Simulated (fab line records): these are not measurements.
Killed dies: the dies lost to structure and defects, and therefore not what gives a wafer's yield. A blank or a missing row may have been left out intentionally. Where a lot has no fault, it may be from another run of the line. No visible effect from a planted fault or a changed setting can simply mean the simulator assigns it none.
The tool behind it: which one? ; flow sky130 ; 36 wafers from 12 lots sampled at 4 of the route's 708 steps

WHAT THE GAUGES READ, wafer by wafer
SKY_PWDE_TW_MEAS_10. Usual: PWDE_TW 377, standard deviation 7.5.
lot;measured;on;PWDE_TW;flag
L678;day 4 07:40;film-metro-02;384 383 382;
L684;day 6 01:55;film-metro-02;387 387 385;
L685;day 6 08:22;film-metro-02;385 385 386;
L687;day 6 18:31;film-metro-04;363 365 362;
L692;day 7 14:18;film-metro-03;371 375 371;
L691;day 7 14:49;film-metro-04;369 369 369;
L693;day 7 21:28;film-metro-03;373 374 370;
L694;day 8 10:00;film-metro-03;370 370 371;
L696;day 8 15:31;film-metro-02;384 381 384;
L697;day 8 16:40;film-metro-02;384 384 385;
L698;day 8 22:52;film-metro-02;382 382 381;
L699;day 9 04:57;film-metro-02;383 385 382;

SKY_SD_N_RS_MEAS_18: a four-point-probe measurement. Usual: RES_XHIGH_RS 333.4 ohm/sq, standard deviation 1.3.
lot;measured;on;RES_XHIGH_RS (ohm/sq);flag
L678;day 28 11:07;film-metro-02;332.5 334.6 332.3;
L684;day 31 02:37;film-metro-02;336.6 336.0 336.8;
L685;day 31 05:57;film-metro-03;333.8 332.6 332.2;
L687;day 32 03:15;film-metro-01;331.4 332.3 332.8;
L692;day 33 07:06;film-metro-01;333.1 333.4 334.0;
L691;day 33 08:31;film-metro-03;333.4 334.2 332.5;
L693;day 33 11:00;film-metro-01;333.5 334.1 332.5;
L694;day 34 07:44;film-metro-01;333.6 333.2 332.1;
L696;day 34 13:01;film-metro-01;333.5 332.3 332.7;
L697;day 34 18:29;film-metro-02;333.8 332.7 334.2;
L698;day 34 20:03;film-metro-02;332.9 333.1 333.1;
L699;day 35 09:27;film-metro-02;335.2 334.3 335.1;

TOOL THAT RAN EACH LOT (tool first, then ch and the chambers of the sampled wafers, then the start)
lot;SKY_DNWELL_STRIP_08;SKY_RES_XHIGH_STRIP_08
L678;plasma-asher-04 ch 0,1, day 3 15:32;plasma-asher-03 ch 0,1, day 27 05:58
L684;plasma-asher-03 ch 0,1, day 5 09:23;plasma-asher-01 ch 0,1, day 29 21:07
L685;plasma-asher-02 ch 0,1, day 5 14:39;plasma-asher-01 ch 0,1, day 30 00:27
L687;plasma-asher-02 ch 0,1, day 6 00:24;plasma-asher-01 ch 0,1, day 30 23:07
L692;plasma-asher-04 ch 0,1, day 6 19:39;plasma-asher-01 ch 0,1, day 32 03:42
L691;plasma-asher-03 ch 0,1, day 6 20:00;plasma-asher-04 ch 0,1, day 32 04:36
L693;plasma-asher-03 ch 0,1, day 7 02:24;plasma-asher-01 ch 0,1, day 32 07:52
L694;plasma-asher-03 ch 0,1, day 7 13:14;plasma-asher-04 ch 0,1, day 33 03:58
L696;plasma-asher-03 ch 0,1, day 7 19:15;plasma-asher-01 ch 0,1, day 33 09:22
L697;plasma-asher-04 ch 0,1, day 7 19:16;plasma-asher-03 ch 0,1, day 33 14:28
L698;plasma-asher-04 ch 0,1, day 8 02:05;plasma-asher-01 ch 0,1, day 33 16:43
L699;plasma-asher-03 ch 0,1, day 8 08:10;plasma-asher-03 ch 0,1, day 34 06:01
- SKY_DNWELL_STRIP_08: strips in O2/N2.
- SKY_RES_XHIGH_STRIP_08: strips in O2/N2.

WHAT THE TOOLS THEMSELVES READ (means of the sampled wafers that have a number; where no wafer has one, the mark that the record gives instead)
SKY_DNWELL_STRIP_08. Usual: drypump-motor-current-A 6.0 A, standard deviation 0.31; n2-flow-sccm 300.2 sccm, standard deviation 0.93; oes-product-au 0.723 a.u., standard deviation 0.005; strip-time-to-endpoint-s 36.92 s, standard deviation 0.093.
lot;tool;drypump-motor-current-A (A);n2-flow-sccm (sccm);oes-product-au (a.u.);strip-time-to-endpoint-s (s);flag
L678;plasma-asher-04;6.2;299.8;0.721;36.94;
L684;plasma-asher-03;6.0;300.5;0.721;36.97;
L685;plasma-asher-02;5.8;360.1;0.723;36.92;OFF
L687;plasma-asher-02;5.8;361.1;0.725;36.96;OFF
L692;plasma-asher-04;6.1;299.7;0.724;36.88;
L691;plasma-asher-03;6.0;300.7;0.721;36.81;
L693;plasma-asher-03;6.3;300.2;0.721;36.75;
L694;plasma-asher-03;6.3;300.7;0.720;36.94;
L696;plasma-asher-03;6.0;299.8;0.724;37.00;
L697;plasma-asher-04;6.2;300.8;0.719;36.81;
L698;plasma-asher-04;6.1;300.3;0.722;36.80;
L699;plasma-asher-03;6.0;300.3;0.723;36.80;

SKY_RES_XHIGH_STRIP_08. Usual: drypump-motor-current-A 6.13 A, standard deviation 0.17; n2-flow-sccm 300.0 sccm, standard deviation 0.98; oes-product-au 0.711 a.u., standard deviation 0.0047; strip-time-to-endpoint-s 14.25 s, standard deviation 0.033.
lot;tool;drypump-motor-current-A (A);n2-flow-sccm (sccm);oes-product-au (a.u.);strip-time-to-endpoint-s (s);flag
L678;plasma-asher-03;6.02;298.2;0.713;14.23;
L684;plasma-asher-01;6.12;299.7;0.708;14.25;
L685;plasma-asher-01;6.11;300.4;0.710;14.20;
L687;plasma-asher-01;6.14;300.1;0.707;14.25;
L692;plasma-asher-01;6.11;300.4;0.709;14.29;
L691;plasma-asher-04;6.18;301.7;0.710;14.29;
L693;plasma-asher-01;6.10;300.2;0.710;14.29;
L694;plasma-asher-04;6.10;299.7;0.712;14.26;
L696;plasma-asher-01;6.11;299.6;0.711;14.26;
L697;plasma-asher-03;6.24;299.7;0.713;14.26;
L698;plasma-asher-01;6.13;299.8;0.713;14.25;
L699;plasma-asher-03;6.23;300.2;0.710;14.28;

THE ANSWER, worked out from the rows above alone
Rule: lot off if the mean of its wafers having a number is beyond 3 standard deviations from the usual mean. A lot without any number at a reading at which 4 lots or more have one is off too. All remaining lots with rows at the step are treated as sound. After the gauges, taken in route order, come the tools' own readings; for these a lot's mean is taken, as printed above. At the first step where some lot is off, the reading lying furthest off is the one used; lots without a number count as furthest.
Off at SKY_DNWELL_STRIP_08 (n2-flow-sccm): L685, L687.
If a tool, at that step or one of the process steps before it, ran each lot that is off and ran no sound lot following the first of them, it fits. One candidate fits, namely plasma-asher-02 at SKY_DNWELL_STRIP_08. It ran no sound lot before its first lot that is off in this sample, so the start can't be narrowed down.
The tool's own readings at SKY_DNWELL_STRIP_08 bear it out: on the lots that are off they differ by more than 5 times the standard deviation of the sound lots' means. n2-flow-sccm reads 360.6 sccm there against 300.3 sccm on the sound lots.

WHAT THE SIMULATOR HAD PUT IN
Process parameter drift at SKY_DNWELL_STRIP_08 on plasma-asher-02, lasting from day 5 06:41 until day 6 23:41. The setting n2-flow-sccm was moved by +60, starting from 300. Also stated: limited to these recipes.
Lots struck among those shown: L685, L687. Same finding as the rule above.
